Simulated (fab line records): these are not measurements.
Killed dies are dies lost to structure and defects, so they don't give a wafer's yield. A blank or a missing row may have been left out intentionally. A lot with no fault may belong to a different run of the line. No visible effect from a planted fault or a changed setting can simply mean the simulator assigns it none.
fab line records | flow sky130
record lots=13 wafers=39 lastDay=50
route steps=708 shown FIELD_ISO@1 PWDE@52 NWELL@63 PAD_OPEN@708
lots with no fault: from the same line, run without faults
startH: hours from the record's opening day to when the first of the lot's shown wafers began | waitH: hours from the lot's prior step to this one | " identical to the entry in the row above | L1.1+2: several wafers, shown together as one row | - no value present, or no start provided | * or withheld: withheld | < > ~ a bound
route shown NAME@n: NAME is a module with steps in the file, n the number in the route of the first one | usual: mean/standard deviation taken from wafers without a fault | same: alike in all rows | chamber/n: place in a boat | sites: the reading at each site | _std_site: standard deviation across them | _edge_site: inner sites' mean taken away from outer sites' mean | radiusMm: for every site, how far away it sits from the centre of the wafer | mask NAME#n: copy n | behind: tool/chamber where the wafer was last shaped | hold: why the lot went on hold/how many hours it stayed there/how the hold came to an end | device: the transistor (n, p or np) that didn't switch | end of line: the same wafers' tests at the end of the route | a step with no rows: only its recipe | killed: not the wafer's yield, but the dies lost to structure and defects at the first sort | map: shows each die of a wafer: x if killed, . if not, _ if none is there
set.NAME: the setting the step ran with; set.NAME@STEP: the setting that earlier step ran with | model.NAME: the simulator's own value behind a step, which no gauge read
one table for each step of the route and one row for each wafer, over a sample of lots
services: a tool's chamber out of use, with start hour (startH, from the record's first day; less than 0 if before it), hours out, and reason
## steps
# step SKY_FIELD_ISO_BOW_MEAS_00
# recipe mode=bow
# usual INCOMING_BOW=0/6.1
# columns lot.wafer tool chamber startH waitH INCOMING_BOW[um]
L830.2 filmMetro-03 - 10.02 - -5
L830.3 " - " " 10
L830.4 " - " " -5
L832.1 filmMetro-01 - 20.00 - 6
L832.2 " - " " -4
L832.3 " - " " 1
L833.2 filmMetro-01 - 25.02 - -2
L833.3 " - " " 0
L833.4 " - " " 6
L834.2 filmMetro-03 - 30.02 - -10
L834.3 " - " " 2
L834.5 " - " " 6
L835.1 filmMetro-04 - 35.00 - 4
L835.3 " - " " -4
L835.6 " - " " -6
L836.1 filmMetro-04 - 40.00 - -10
L836.3 " - " " 0
L836.4 " - " " -14
L837.1 filmMetro-01 - 45.00 - 7
L837.3 " - " " 6
L837.4 " - " " 3
L838.4 filmMetro-01 - 50.06 - -5
L838.5 " - " " -1
L838.6 " - " " -1
L839.1 filmMetro-04 - 55.00 - -2
L839.2 " - " " 10
L839.4 " - " " 2
L840.2 filmMetro-04 - 60.02 - 5
L840.5 " - " " -8
L840.6 " - " " 2
L841.1 filmMetro-03 - 65.00 - -9
L841.4 " - " " -14
L841.5 " - " " -8
L846.2 filmMetro-01 - 90.02 - 3
L846.3 " - " " 9
L846.5 " - " " 0
L852.2 filmMetro-04 - 120.02 - 2
L852.4 " - " " -3
L852.6 " - " " -5
# step SKY_FIELD_ISO_EXPOSE_10
# recipe maskId=FOM na=0.68 sourceShape=annular sigmaInner=0.4 sigmaOuter=0.8 targetCdNm=150 doseMj=28
# usual exposureDoseMJCm2=27.979/0.028
# same sigmaOuter=0.8
# columns lot.wafer tool chamber startH waitH mask exposureDoseMJCm2
L830.2 krfScanner-01 0 20.24 - FOM#0 27.923
L830.3 " 0 " " FOM#0 27.918
L830.4 " 0 " " FOM#0 27.980
L832.1 krfScanner-02 0 31.85 - FOM#0 27.957
L832.2 " 0 " " FOM#0 27.975
L832.3 " 0 " " FOM#0 27.949
L833.2 krfScanner-02 0 37.20 - FOM#0 28.012
L833.3 " 0 " " FOM#0 28.017
L833.4 " 0 " " FOM#0 27.983
L834.2 krfScanner-02 0 41.99 - FOM#0 27.965
L834.3 " 0 " " FOM#0 27.934
L834.5 " 0 " " FOM#0 28.000
L835.1 krfScanner-01 0 46.24 - FOM#0 28.000
L835.3 " 0 " " FOM#0 27.999
L835.6 " 0 " " FOM#0 27.981
L836.1 krfScanner-01 0 54.72 - FOM#0 27.976
L836.3 " 0 " " FOM#0 28.028
L836.4 " 0 " " FOM#0 28.016
L837.1 krfScanner-02 0 56.90 - FOM#0 27.955
L837.3 " 0 " " FOM#0 27.996
L837.4 " 0 " " FOM#0 27.977
L838.4 krfScanner-02 0 63.23 - FOM#0 27.921
L838.5 " 0 " " FOM#0 27.951
L838.6 " 0 " " FOM#0 27.965
L839.1 krfScanner-01 0 67.90 - FOM#0 29.518
L839.2 " 0 " " FOM#0 29.501
L839.4 " 0 " " FOM#0 29.480
L840.2 krfScanner-01 0 72.99 - FOM#0 29.495
L840.5 " 0 " " FOM#0 29.490
L840.6 " 0 " " FOM#0 29.459
L841.1 krfScanner-02 0 77.84 - FOM#0 27.981
L841.4 " 0 " " FOM#0 27.951
L841.5 " 0 " " FOM#0 27.983
L846.2 krfScanner-01 0 103.41 - FOM#0 28.960
L846.3 " 0 " " FOM#0 28.937
L846.5 " 0 " " FOM#0 28.937
L852.2 krfScanner-02 0 133.57 - FOM#0 27.986
L852.4 " 0 " " FOM#0 28.022
L852.6 " 0 " " FOM#0 28.023
# step SKY_FIELD_ISO_CD_MEAS_13
# recipe targetCdNm=150
# usual cdNm=150.2/1.6
# columns lot.wafer tool chamber startH waitH cdNm
L830.2 cdSem-02 - 27.35 - 149.4
L830.3 " - " " 148.2
L830.4 " - " " 149.3
L832.1 cdSem-01 - 39.57 - 152.4
L832.2 " - " " 151.7
L832.3 " - " " 150.7
L833.2 cdSem-01 - 45.15 - 152.9
L833.3 " - " " 152.8
L833.4 " - " " 153.2
L834.2 cdSem-02 - 49.20 - 150.4
L834.3 " - " " 149.9
L834.5 " - " " 150.2
L835.1 cdSem-02 - 53.83 - 147.1
L835.3 " - " " 146.8
L835.6 " - " " 148.2
L836.1 cdSem-02 - 62.67 - 150.5
L836.3 " - " " 151.4
L836.4 " - " " 150.1
L837.1 cdSem-02 - 64.27 - 149.3
L837.3 " - " " 150.1
L837.4 " - " " 148.5
L838.4 cdSem-02 - 71.44 - 148.2
L838.5 " - " " 147.3
L838.6 " - " " 148.1
L839.1 cdSem-02 - 75.67 - 140.7
L839.2 " - " " 140.1
L839.4 " - " " 142.3
L840.2 cdSem-01 - 80.94 - 140.8
L840.5 " - " " 140.7
L840.6 " - " " 140.1
L841.1 cdSem-02 - 85.68 - 150.2
L841.4 " - " " 150.4
L841.5 " - " " 148.7
L846.2 cdSem-01 - 112.30 - 146.6
L846.3 " - " " 145.8
L846.5 " - " " 145.5
L852.2 cdSem-01 - 143.04 - 149.2
L852.4 " - " " 150.1
L852.6 " - " " 150.9
# step SKY_PWDE_OVL_MEAS_07
# usual PWDE_OVL=1.5/1.5
# columns lot.wafer tool chamber startH waitH PWDE_OVL[nm]
L830.2 overlay-02 - 64.62 - 0.5
L830.3 " - " " 1.1
L830.4 " - " " 1.2
L832.1 overlay-02 - 78.72 - 2.1
L832.2 " - " " 2.4
L832.3 " - " " 1.1
L833.2 overlay-01 - 84.02 - 0.2
L833.3 " - " " -1.2
L833.4 " - " " 0.5
L834.2 overlay-02 - 89.48 - 1.8
L834.3 " - " " 0.9
L834.5 " - " " 3.1
L835.1 overlay-01 - 92.77 - 0.0
L835.3 " - " " 1.7
L835.6 " - " " 1.2
L836.1 overlay-02 - 102.02 - -0.3
L836.3 " - " " -0.1
L836.4 " - " " 0.6
L837.1 overlay-01 - 104.22 - 2.1
L837.3 " - " " 1.7
L837.4 " - " " -0.2
L838.4 overlay-02 - 114.89 - 4.7
L838.5 " - " " 4.2
L838.6 " - " " 4.4
L839.1 overlay-02 - 120.72 - -0.4
L839.2 " - " " 0.9
L839.4 " - " " -0.6
L840.2 overlay-01 - 122.72 - 2.7
L840.5 " - " " 0.2
L840.6 " - " " 0.4
L841.1 overlay-02 - 131.07 - 0.9
L841.4 " - " " 1.9
L841.5 " - " " 3.3
L846.2 overlay-01 - 158.18 - 2.0
L846.3 " - " " 1.1
L846.5 " - " " 2.4
L852.2 overlay-02 - 190.53 - 4.9
L852.4 " - " " 2.7
L852.6 " - " " 4.4
# step SKY_NWELL_OVL_MEAS_10
# usual NWELL_00_OVL=1.1/1.7
# columns lot.wafer tool chamber startH waitH NWELL_00_OVL[nm]
L830.2 overlay-01 - 81.98 - 1.5
L830.3 " - " " 0.5
L830.4 " - " " 1.5
L832.1 overlay-02 - 94.98 - 2.2
L832.2 " - " " 1.7
L832.3 " - " " 0.5
L833.2 overlay-01 - 101.23 - 1.4
L833.3 " - " " 2.8
L833.4 " - " " 0.8
L834.2 overlay-01 - 107.78 - 1.0
L834.3 " - " " 0.8
L834.5 " - " " 0.5
L835.1 overlay-01 - 111.47 - -0.7
L835.3 " - " " 1.6
L835.6 " - " " -1.4
L836.1 overlay-01 - 120.37 - 3.0
L836.3 " - " " -0.1
L836.4 " - " " -0.3
L837.1 overlay-02 - 123.18 - 3.6
L837.3 " - " " 2.4
L837.4 " - " " 3.9
L838.4 overlay-02 - 134.09 - 1.8
L838.5 " - " " 2.7
L838.6 " - " " 2.8
L839.1 overlay-02 - 140.13 - 4.7
L839.2 " - " " 3.9
L839.4 " - " " 5.4
L840.2 overlay-01 - 141.98 - 0.2
L840.5 " - " " 0.8
L840.6 " - " " 0.3
L841.1 overlay-02 - 151.22 - -0.1
L841.4 " - " " 1.7
L841.5 " - " " -1.3
L846.2 overlay-01 - 179.13 - 0.8
L846.3 " - " " 0.4
L846.5 " - " " 0.8
L852.2 overlay-02 - 212.93 - 1.0
L852.4 " - " " 0.4
L852.6 " - " " 0.3
# step SKY_PAD_OPEN_PROBE_99
# usual killed_at_M0_to_M3=44/7.1 killed_at_M4_up=3.3/1.8 killedAtContacts=23/5.5 killedAtFrontEnd=15/4.5 killedAtOther=0.2/0.48 killedDies=85/8.4 killedOpen=46/6.6 killedShort=39/6.1
# same grossDies=492 killedAtBackSide=0
# columns lot.wafer tool chamber startH waitH killed_at_M0_to_M3 killed_at_M4_up killedAtContacts killedAtFrontEnd killedAtOther killedDies killedOpen killedShort
L837.1 prober-02 - 1119.10 0.1 43 3 24 17 0 87 43 44
L837.3 prober-02 - 1119.20 0.2 57 1 18 19 0 95 49 43
L837.4 prober-02 - 1119.25 0.2 38 8 22 12 0 80 45 32
L839.1 prober-02 - 1129.82 0.1 37 4 37 17 1 96 58 37
L839.4 prober-02 - 1129.97 0.2 45 3 35 17 0 100 55 45
L840.2 prober-01 - 1134.59 0.1 41 1 17 14 0 73 48 25
L840.5 prober-01 - 1134.74 0.2 39 2 30 19 1 91 45 46
L840.6 prober-01 - 1134.79 0.2 63 1 20 16 0 100 55 45
L841.1 prober-02 - 1142.86 0.1 36 4 23 19 0 82 39 43
L841.4 prober-02 - 1143.01 0.2 30 8 23 25 1 87 38 47
L841.5 prober-02 - 1143.06 0.2 44 3 17 24 0 88 40 47
L846.5 prober-02 - 1177.89 0.2 31 3 25 26 0 85 42 43
# killed by level:class
L837.1 VIA1:geometricParticle:open=12 CONTACT:geometricParticle:open=10 VIA1:geometricParticle:short=8 CONTACT:geometricParticle:short=6 METAL3:geometricParticle:short=6 FIELD_ISO:geometricParticle:open=5 VIA3:geometricParticle:open=5 METAL2:geometricParticle:short=4
L837.3 VIA1:geometricParticle:open=13 VIA3:geometricParticle:open=9 METAL1:geometricParticle:short=7 POLY_GATE:geometricParticle:open=6 VIA1:geometricParticle:short=6 VIA2:geometricParticle:open=5 VIA3:geometricParticle:short=5 POLY_GATE:geometricParticle:short=4
L837.4 CONTACT:geometricParticle:open=11 VIA1:geometricParticle:open=8 VIA2:geometricParticle:open=8 VIA2:geometricParticle:short=5 METAL4:geometricParticle:short=5 VIA3:geometricParticle:open=5 LI_CONTACT:geometricParticle:short=4 LI_CONTACT:geometricParticle:open=4
L839.1 CONTACT:geometricParticle:open=15 VIA1:geometricParticle:open=11 CONTACT:geometricParticle:short=10 VIA2:geometricParticle:open=9 FIELD_ISO:geometricParticle:open=8 LI_CONTACT:geometricParticle:open=4 FIELD_ISO:geometricParticle:short=3 LI_CONTACT:geometricParticle:short=3
L839.4 CONTACT:geometricParticle:open=15 VIA1:geometricParticle:open=11 CONTACT:geometricParticle:short=8 VIA2:geometricParticle:open=7 METAL2:geometricParticle:short=6 LI_CONTACT:geometricParticle:open=6 METAL1:geometricParticle:short=6 FIELD_ISO:geometricParticle:open=5
L840.2 VIA1:geometricParticle:open=8 VIA3:geometricParticle:open=8 VIA2:geometricParticle:open=7 FIELD_ISO:geometricParticle:open=6 CONTACT:geometricParticle:open=6 CONTACT:geometricParticle:short=4 POLY_GATE:geometricParticle:open=3 LOCAL_INTERCONNECT:geometricParticle:open=3
L840.5 CONTACT:geometricParticle:open=9 LI_CONTACT:geometricParticle:open=7 METAL1:geometricParticle:short=7 POLY_GATE:geometricParticle:short=6 VIA2:geometricParticle:open=6 CONTACT:geometricParticle:short=6 VIA1:geometricParticle:open=6 METAL2:geometricParticle:short=5
L840.6 VIA1:geometricParticle:open=17 VIA3:geometricParticle:open=11 VIA2:geometricParticle:open=8 CONTACT:geometricParticle:open=7 LOCAL_INTERCONNECT:geometricParticle:short=6 FIELD_ISO:geometricParticle:short=5 VIA1:geometricParticle:short=5 METAL2:geometricParticle:short=5
L841.1 LI_CONTACT:geometricParticle:open=9 VIA2:geometricParticle:short=7 POLY_GATE:geometricParticle:short=7 CONTACT:geometricParticle:open=7 VIA2:geometricParticle:open=6 FIELD_ISO:geometricParticle:open=5 VIA3:geometricParticle:open=5 VIA1:geometricParticle:short=5
L841.4 LI_CONTACT:geometricParticle:open=10 POLY_GATE:geometricParticle:short=8 METAL4:geometricParticle:short=7 FIELD_ISO:geometricParticle:short=5 VIA2:geometricParticle:open=5 FIELD_ISO:geometricParticle:open=4 LI_CONTACT:geometricParticle:short=4 LOCAL_INTERCONNECT:geometricParticle:short=4
L841.5 VIA1:geometricParticle:short=8 POLY_GATE:geometricParticle:short=7 VIA1:geometricParticle:open=7 VIA3:geometricParticle:open=7 CONTACT:geometricParticle:open=6 FIELD_ISO:geometricParticle:open=5 CONTACT:geometricParticle:short=5 METAL1:geometricParticle:short=5
L846.5 CONTACT:geometricParticle:open=9 LI_CONTACT:geometricParticle:open=9 FIELD_ISO:geometricParticle:short=7 POLY_GATE:geometricParticle:open=5 METAL1:geometricParticle:short=5 VIA1:geometricParticle:short=5 VIA3:geometricParticle:short=4 VIA1:geometricParticle:open=4
## services
# columns tool chamber startH hours kind
krfScanner-02 - 0.75 1.3 pm
krfScanner-01 - 25.55 0.8 pm
krfScanner-02 - 26.48 1.0 pm
krfScanner-01 - 41.52 1.3 pm
krfScanner-02 - 67.86 0.8 pm
krfScanner-02 0 93.13 - calibration
krfScanner-01 0 110.49 - calibration
krfScanner-02 - 125.30 7.2 pm
krfScanner-01 - 132.57 1.0 pm
## key
firstSign step=SKY_FIELD_ISO_EXPOSE_10 reading=exposureDoseMJCm2 direction=up sigmas=48 usual=* struck=*
effect step=SKY_FIELD_ISO_CD_MEAS_13 reading=cdNm direction=down sigmas=4.8 usual=150.2 struck=142.5 through=controlLoop
metAt SKY_FIELD_ISO_EXPOSE_10
struckLots L839,L840,L846
testerLeftOut L839,L840,L846
loopTrim step=SKY_FIELD_ISO_EXPOSE_10 setting=dose lots=L846
notActingAt SKY_FIELD_ISO_BOW_MEAS_00,SKY_PWDE_OVL_MEAS_07,SKY_NWELL_OVL_MEAS_10
onsetBetween 54.72 67.90
fault kind=processParameterDrift tool=krfScanner-01 chamber=- onsetH=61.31 steps=SKY_FIELD_ISO_EXPOSE_10 channel=doseMj offset=1.5185 shape=step actsIn=theseRecipesOnly stated=28
# testerLeftOut: of these lots the tester's yield and bins aren't shown, on N5 and GAA mostly nor the transistor test; their killed dies are dies lost to structure and defects alone, not to doping, threshold or leakage, so they don't give the yield
# loopTrim: a control loop set the setting to another value than it would have without faults
